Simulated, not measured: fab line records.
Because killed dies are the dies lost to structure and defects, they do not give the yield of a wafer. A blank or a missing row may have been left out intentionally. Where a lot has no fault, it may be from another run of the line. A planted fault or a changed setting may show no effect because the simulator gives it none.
Which of the tools did it? + flow sky130 + 72 wafers from 24 lots sampled at 5 of the route's 708 steps

## WHAT EACH GAUGE READ, for each wafer
SKY_POLY_CUT_CD_MEAS_08: target cd 270 nm. Usual: cd nm reads 270.0 nm (standard deviation 1.6).
| lot  | measured     | on        | cd nm (nm)        | flag |
|------|--------------|-----------|-------------------|------|
| L074 | day 24 10:06 | cd sem-02 | 271.8 272.2 273.0 |      |
| L075 | day 24 15:46 | cd sem-01 | 270.0 269.0 267.9 |      |
| L076 | day 24 23:31 | cd sem-02 | 268.5 267.5 266.2 |      |
| L077 | day 25 08:44 | cd sem-01 | 270.4 271.6 269.7 |      |
| L078 | day 25 20:42 | cd sem-02 | 269.6 269.7 270.8 |      |
| L079 | day 26 00:38 | cd sem-01 | 267.7 268.9 267.6 |      |
| L080 | day 26 10:36 | cd sem-01 | 271.2 271.0 270.9 |      |
| L081 | day 27 00:43 | cd sem-01 | 267.4 267.0 267.7 |      |
| L082 | day 27 08:09 | cd sem-01 | 271.4 272.6 273.1 |      |
| L083 | day 27 21:47 | cd sem-01 | 271.6 271.6 270.8 |      |
| L084 | day 27 22:13 | cd sem-01 | 270.5 270.4 269.0 |      |
| L085 | day 28 09:38 | cd sem-01 | 271.0 269.7 269.5 |      |
| L086 | day 28 11:33 | cd sem-01 | 268.5 268.8 269.7 |      |
| L087 | day 28 16:24 | cd sem-01 | 268.7 269.5 270.1 |      |
| L088 | day 29 12:53 | cd sem-01 | 272.0 272.6 271.9 |      |
| L089 | day 29 22:41 | cd sem-01 | 271.9 272.6 273.4 |      |
| L090 | day 29 23:44 | cd sem-01 | 268.6 269.7 268.7 |      |
| L091 | day 30 07:36 | cd sem-01 | 269.9 267.6 270.5 |      |
| L092 | day 30 17:22 | cd sem-01 | 269.2 268.5 268.4 |      |
| L093 | day 30 20:05 | cd sem-01 | 270.4 268.7 269.8 |      |
| L094 | day 31 04:21 | cd sem-01 | 268.7 270.4 270.5 |      |
| L095 | day 31 10:53 | cd sem-01 | 269.9 270.8 269.1 |      |
| L096 | day 31 16:44 | cd sem-01 | 270.4 269.2 270.6 |      |
| L097 | day 31 20:08 | cd sem-01 | 271.3 270.7 271.0 |      |

SKY_CONTACT_RS_MEAS_25: measures by four-point-probe. Usual: CONTACT_W_RS 0.341 ohm/sq, standard deviation 0.0033.
| lot  | measured     | on            | CONTACT_W_RS (ohm/sq) | flag |
|------|--------------|---------------|-----------------------|------|
| L074 | day 31 19:28 | film metro-03 | 0.338 0.330 0.333     |      |
| L075 | day 32 02:07 | film metro-03 | 0.342 0.341 0.345     |      |
| L076 | day 32 09:19 | film metro-01 | 0.341 0.340 0.340     |      |
| L077 | day 32 14:12 | film metro-03 | 0.338 0.342 0.342     |      |
| L078 | day 33 02:01 | film metro-01 | 0.341 0.338 0.340     |      |
| L079 | day 33 07:48 | film metro-03 | 0.340 0.336 0.339     |      |
| L080 | day 33 16:09 | film metro-04 | 0.336 0.333 0.333     |      |
| L081 | day 34 03:52 | film metro-01 | 0.340 0.341 0.342     |      |
| L082 | day 34 12:21 | film metro-01 | 0.344 0.342 0.342     |      |
| L083 | day 34 23:56 | film metro-01 | 0.340 0.339 0.338     |      |
| L084 | day 35 00:56 | film metro-04 | 0.342 0.340 0.339     |      |
| L085 | day 35 09:02 | film metro-04 | 0.344 0.343 0.343     |      |
| L086 | day 35 12:47 | film metro-04 | 0.346 0.335 0.340     |      |
| L087 | day 35 18:13 | film metro-04 | 0.349 0.342 0.345     |      |
| L088 | day 36 11:46 | film metro-01 | 0.338 0.343 0.338     |      |
| L089 | day 36 23:03 | film metro-03 | 0.345 0.345 0.341     |      |
| L090 | day 36 23:44 | film metro-04 | 0.340 0.341 0.341     |      |
| L091 | day 37 07:35 | film metro-03 | 0.341 0.339 0.343     |      |
| L092 | day 37 14:29 | film metro-03 | 0.349 0.343 0.340     |      |
| L093 | day 37 17:40 | film metro-01 | 0.345 0.340 0.340     |      |
| L094 | day 38 03:54 | film metro-01 | 0.347 0.344 0.343     |      |
| L095 | day 38 05:04 | film metro-03 | 0.341 0.342 0.342     |      |
| L096 | day 38 12:22 | film metro-01 | 0.344 0.340 0.340     |      |
| L097 | day 38 14:33 | film metro-03 | 0.338 0.337 0.345     |      |

SKY_CAPM_OVL_MEAS_12. Usual: CAPM_OVL -1.7 nm, standard deviation 1.6.
| lot  | measured     | on         | CAPM_OVL (nm)  | flag |
|------|--------------|------------|----------------|------|
| L074 | day 37 15:33 | overlay-01 | 0.0 -1.5 -0.4  |      |
| L075 | day 37 20:52 | overlay-01 | 0.4 -1.4 -1.9  |      |
| L076 | day 38 04:35 | overlay-02 | 0.0 -1.3 -1.3  |      |
| L077 | day 38 08:57 | overlay-02 | -3.7 -3.3 -2.0 |      |
| L078 | day 38 19:45 | overlay-02 | -1.0 -1.3 -1.9 |      |
| L079 | day 39 01:08 | overlay-02 | -4.4 -3.3 -4.7 |      |
| L080 | day 39 08:53 | overlay-02 | 0.1 -0.3 -0.1  |      |
| L081 | day 39 18:30 | overlay-02 | -2.5 -2.4 -2.1 |      |
| L082 | day 40 03:33 | overlay-01 | -1.5 -4.5 -2.7 |      |
| L083 | day 40 15:52 | overlay-01 | -3.9 -4.8 -3.9 |      |
| L084 | day 40 16:37 | overlay-01 | -0.4 -0.4 1.0  |      |
| L085 | day 40 22:37 | overlay-01 | -2.1 -1.4 0.2  |      |
| L086 | day 41 02:08 | overlay-01 | -1.9 -1.8 -1.1 |      |
| L087 | day 41 07:46 | overlay-01 | -3.1 -3.4 -1.5 |      |
| L088 | day 42 00:12 | overlay-01 | -2.3 -3.4 -2.4 |      |
| L089 | day 42 09:53 | overlay-02 | -4.9 -3.5 -5.5 |      |
| L090 | day 42 11:26 | overlay-02 | -4.7 -2.9 -1.9 |      |
| L091 | day 42 15:36 | overlay-01 | 0.3 -0.7 0.5   |      |
| L092 | day 42 21:50 | overlay-01 | -2.6 -2.9 -2.6 |      |
| L093 | day 43 02:15 | overlay-02 | 0.1 -1.3 -0.1  |      |
| L094 | day 43 10:54 | overlay-01 | 0.4 0.5 -0.6   |      |
| L095 | day 43 12:30 | overlay-01 | 0.9 -0.4 0.0   |      |
| L096 | day 43 19:32 | overlay-02 | -3.2 -2.4 -2.0 |      |
| L097 | day 43 20:02 | overlay-02 | -0.3 0.0 -0.1  |      |

## WHICH TOOL RAN EACH LOT (tool, then ch and the chambers of the sampled wafers, then the start)
| lot  | SKY_CONTACT_ETCH_18                           | SKY_METAL2_SPUTTER_04        |
|------|-----------------------------------------------|------------------------------|
| L074 | rie diel-02 ch 0,2,3, day 31 19:28 or earlier | pvd sputter-04, day 34 05:05 |
| L075 | rie diel-03 ch 1,2,3, day 32 02:07 or earlier | pvd sputter-03, day 34 11:46 |
| L076 | rie diel-03 ch 1,2, day 32 09:19 or earlier   | pvd sputter-01, day 34 18:19 |
| L077 | rie diel-02 ch 0,2, day 32 14:12 or earlier   | pvd sputter-03, day 34 23:34 |
| L078 | rie diel-01 ch 0,1,2, day 33 02:01 or earlier | pvd sputter-01, day 35 10:30 |
| L079 | rie diel-03 ch 0,1,3, day 33 07:48 or earlier | pvd sputter-03, day 35 16:59 |
| L080 | rie diel-01 ch 0,1,3, day 33 16:09 or earlier | pvd sputter-03, day 36 00:38 |
| L081 | rie diel-03 ch 1,2, day 34 03:52 or earlier   | pvd sputter-04, day 36 12:00 |
| L082 | rie diel-01 ch 0,1,2, day 34 12:21 or earlier | pvd sputter-03, day 36 20:30 |
| L083 | rie diel-03 ch 0,1,2, day 34 23:56 or earlier | pvd sputter-01, day 37 08:41 |
| L084 | rie diel-02 ch 0,1,2, day 35 00:56 or earlier | pvd sputter-03, day 37 09:05 |
| L085 | rie diel-02 ch 0,1, day 35 09:02 or earlier   | pvd sputter-04, day 37 16:12 |
| L086 | rie diel-03 ch 0,1,2, day 35 12:47 or earlier | pvd sputter-04, day 37 20:10 |
| L087 | rie diel-02 ch 0,1,2, day 35 18:13 or earlier | pvd sputter-03, day 38 01:43 |
| L088 | rie diel-03 ch 0,2,3, day 36 11:46 or earlier | pvd sputter-03, day 38 20:01 |
| L089 | rie diel-02 ch 0,3, day 36 23:03 or earlier   | pvd sputter-03, day 39 06:37 |
| L090 | rie diel-01 ch 1,2, day 36 23:44 or earlier   | pvd sputter-04, day 39 07:10 |
| L091 | rie diel-01 ch 2,3, day 37 07:35 or earlier   | pvd sputter-04, day 39 13:19 |
| L092 | rie diel-01 ch 2,3, day 37 14:29 or earlier   | pvd sputter-03, day 39 19:07 |
| L093 | rie diel-02 ch 0,1,3, day 37 17:40 or earlier | pvd sputter-04, day 39 23:43 |
| L094 | rie diel-01 ch 2,3, day 38 03:54 or earlier   | pvd sputter-04, day 40 09:22 |
| L095 | rie diel-01 ch 0,1,3, day 38 05:04 or earlier | pvd sputter-03, day 40 10:14 |
| L096 | rie diel-03 ch 0,1,3, day 38 12:22 or earlier | pvd sputter-04, day 40 17:46 |
| L097 | rie diel-03 ch 0,2, day 38 14:33 or earlier   | pvd sputter-03, day 40 20:17 |
- SKY_CONTACT_ETCH_18: etches Si3N4 in CHF3/O2, stops on TiN, time 39 s, target depth 75 nm.
- SKY_METAL2_SPUTTER_04: material TiN, target thk 70 nm, time 58.3 s.

## WHAT THE TOOLS THEMSELVES READ (means of the sampled wafers that have a number; where no wafer has one, the mark that the record gives instead)
SKY_CONTACT_ETCH_18. Usual: drypump motor current A 5.6 A, standard deviation 0.49; oes product au 0.853 a.u., standard deviation 0.0081; throttle valve pct 8.793 %, standard deviation 0.009.
| lot  | tool        | drypump motor current A (A) | oes product au (a.u.) | throttle valve pct (%) | flag |
|------|-------------|-----------------------------|-----------------------|------------------------|------|
| L074 | rie diel-02 | 5.7                         | 0.855                 | 8.788                  |      |
| L075 | rie diel-03 | 5.3                         | 0.855                 | 8.792                  |      |
| L076 | rie diel-03 | 4.9                         | 0.853                 | 8.786                  |      |
| L077 | rie diel-02 | 5.4                         | 0.853                 | 8.796                  |      |
| L078 | rie diel-01 | 5.9                         | 0.858                 | 8.796                  |      |
| L079 | rie diel-03 | 5.8                         | 0.854                 | 8.793                  |      |
| L080 | rie diel-01 | 5.7                         | 0.860                 | 8.795                  |      |
| L081 | rie diel-03 | 4.9                         | 0.854                 | 8.796                  |      |
| L082 | rie diel-01 | 5.9                         | 0.858                 | 8.798                  |      |
| L083 | rie diel-03 | 5.4                         | 0.854                 | 8.801                  |      |
| L084 | rie diel-02 | 5.2                         | 0.855                 | 8.781                  |      |
| L085 | rie diel-02 | 5.1                         | 0.851                 | 8.796                  |      |
| L086 | rie diel-03 | 5.4                         | 0.857                 | 8.795                  |      |
| L087 | rie diel-02 | 5.2                         | 0.859                 | 8.793                  |      |
| L088 | rie diel-03 | 5.4                         | 0.848                 | 8.791                  |      |
| L089 | rie diel-02 | 5.5                         | 0.853                 | 8.789                  |      |
| L090 | rie diel-01 | 5.8                         | 0.845                 | 8.789                  |      |
| L091 | rie diel-01 | 5.6                         | 0.862                 | 8.807                  |      |
| L092 | rie diel-01 | 5.7                         | 0.849                 | 8.796                  |      |
| L093 | rie diel-02 | 5.6                         | 0.851                 | 8.800                  |      |
| L094 | rie diel-01 | 5.7                         | 0.850                 | 8.798                  |      |
| L095 | rie diel-01 | 5.8                         | 0.853                 | 8.788                  |      |
| L096 | rie diel-03 | 5.8                         | 0.854                 | 8.796                  |      |
| L097 | rie diel-03 | 5.5                         | 0.849                 | 8.796                  |      |

SKY_METAL2_SPUTTER_04. Usual: throttle valve pct reads 30.7 % (standard deviation 1.2).
| lot  | tool           | throttle valve pct (%) | flag |
|------|----------------|------------------------|------|
| L074 | pvd sputter-04 | 30.9                   |      |
| L075 | pvd sputter-03 | 31.9                   |      |
| L076 | pvd sputter-01 | 31.2                   |      |
| L077 | pvd sputter-03 | 31.4                   |      |
| L078 | pvd sputter-01 | 30.5                   |      |
| L079 | pvd sputter-03 | 31.9                   |      |
| L080 | pvd sputter-03 | 30.8                   |      |
| L081 | pvd sputter-04 | 30.8                   |      |
| L082 | pvd sputter-03 | 30.8                   |      |
| L083 | pvd sputter-01 | 29.9                   |      |
| L084 | pvd sputter-03 | 31.1                   |      |
| L085 | pvd sputter-04 | 30.8                   |      |
| L086 | pvd sputter-04 | 30.6                   |      |
| L087 | pvd sputter-03 | 31.2                   |      |
| L088 | pvd sputter-03 | 31.3                   |      |
| L089 | pvd sputter-03 | 32.4                   |      |
| L090 | pvd sputter-04 | 29.6                   |      |
| L091 | pvd sputter-04 | 30.1                   |      |
| L092 | pvd sputter-03 | 31.3                   |      |
| L093 | pvd sputter-04 | 30.2                   |      |
| L094 | pvd sputter-04 | 30.2                   |      |
| L095 | pvd sputter-03 | 30.9                   |      |
| L096 | pvd sputter-04 | 29.8                   |      |
| L097 | pvd sputter-03 | 31.2                   |      |

## THE ANSWER, worked out from the rows above alone
Rule: lot off if the mean of its wafers having a number is beyond 3 standard deviations from the usual mean. A lot without any number at a reading at which 4 lots or more have one is off too. Any other lot the step has rows for is counted as sound. After the gauges, taken in route order, come the tools' own readings; for these a lot's mean is taken, as printed above. The first step at which some lot is off is used, and at that step the reading that is off furthest; a lot without a number counts as furthest.
No lot is off at any reading shown: from this, nothing can be told.

## WHAT WAS PUT IN BY THE SIMULATOR
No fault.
